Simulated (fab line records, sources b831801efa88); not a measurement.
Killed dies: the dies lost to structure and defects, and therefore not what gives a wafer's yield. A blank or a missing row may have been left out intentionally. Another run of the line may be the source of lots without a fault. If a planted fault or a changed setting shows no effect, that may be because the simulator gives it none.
Which tool did it?	flow sky130	12 lots, 36 wafers sampled, at 2 steps of a route of 708

## WHAT THE GAUGES READ, wafer by wafer
SKY_VIA1_RS_MEAS_22: a four-point-probe measurement. Usual: for VIA1_W_RS the level is 0.435 ohm/sq and the standard deviation is 0.0059.
lot	measured	on	VIA1_W_RS (ohm/sq)	flag
L607	day 34 20:55	filmMetro-03	0.426 0.431 0.434	
L608	day 35 07:24	filmMetro-01	0.435 0.443 0.436	
L609	day 35 10:52	filmMetro-01	0.439 0.442 0.443	
L610	day 36 00:13	filmMetro-01	0.435 0.431 0.438	
L611	day 36 08:26	filmMetro-03	0.445 0.435 0.442	
L612	day 36 09:24	filmMetro-04	0.444 0.437 0.429	
L613	day 36 15:57	filmMetro-04	0.444 0.431 0.437	
L614	day 37 07:39	filmMetro-01	0.428 0.450 0.440	
L616	day 37 22:02	filmMetro-04	0.439 0.447 0.431	
L617	day 38 03:07	filmMetro-03	0.436 0.432 0.442	
L619	day 38 14:10	filmMetro-03	0.430 0.438 0.431	
L629	day 41 10:41	filmMetro-03	0.444 0.440 0.434	

SKY_METAL2_RS_MEAS_05: a four-point-probe measurement. Usual: for METAL2_ALCU_RS the level is 0.1266 ohm/sq and the standard deviation is 0.0012.
lot	measured	on	METAL2_ALCU_RS (ohm/sq)	flag
L607	day 34 21:32	filmMetro-02	0.1268 0.1264 0.1269	
L608	day 35 08:01	filmMetro-02	0.1291 0.1272 0.1281	
L609	day 35 11:29	filmMetro-02	0.1265 0.1262 0.1270	
L610	day 36 00:50	filmMetro-02	0.1254 0.1263 0.1260	
L611	day 36 09:03	filmMetro-04	0.1258 0.1275 0.1276	
L612	day 36 10:01	filmMetro-02	0.1260 0.1259 0.1250	
L613	day 36 16:34	filmMetro-04	0.1278 0.1273 0.1276	
L614	day 37 08:16	filmMetro-04	0.1265 0.1268 0.1264	
L616	day 37 22:39	filmMetro-02	0.1265 0.1289 0.1285	
L617	day 38 03:44	filmMetro-02	0.1262 0.1271 0.1267	
L619	day 38 14:52	filmMetro-02	0.1267 0.1275 0.1264	
L629	day 41 11:19	filmMetro-04	0.1268 0.1267 0.1266	

## EACH LOT AND THE TOOL THAT RAN IT (in order: tool; ch and the chambers of the sampled wafers; start)
Before these readings, the record contains no process step.

## WHAT THE TOOLS THEMSELVES READ (means of the sampled wafers that have a number; where no wafer has one, the mark that the record gives instead)
The record holds no such reading with a usual standard deviation.

## THE ANSWER, worked out from the rows above alone
Rule: lot off if the mean of its wafers having a number is beyond 3 standard deviations from the usual mean. A lot without any number at a reading at which 4 lots or more have one is off too. Any other lot the step has rows for is counted as sound. First the gauges in route order, then the tools' own readings, where a lot's mean is used as printed above. The first step at which some lot is off is used, and at that step the reading that is off furthest; a lot without a number counts as furthest.
No lot is off on any of the readings shown, so nothing can be concluded from this.

## WHAT WAS PUT IN BY THE SIMULATOR
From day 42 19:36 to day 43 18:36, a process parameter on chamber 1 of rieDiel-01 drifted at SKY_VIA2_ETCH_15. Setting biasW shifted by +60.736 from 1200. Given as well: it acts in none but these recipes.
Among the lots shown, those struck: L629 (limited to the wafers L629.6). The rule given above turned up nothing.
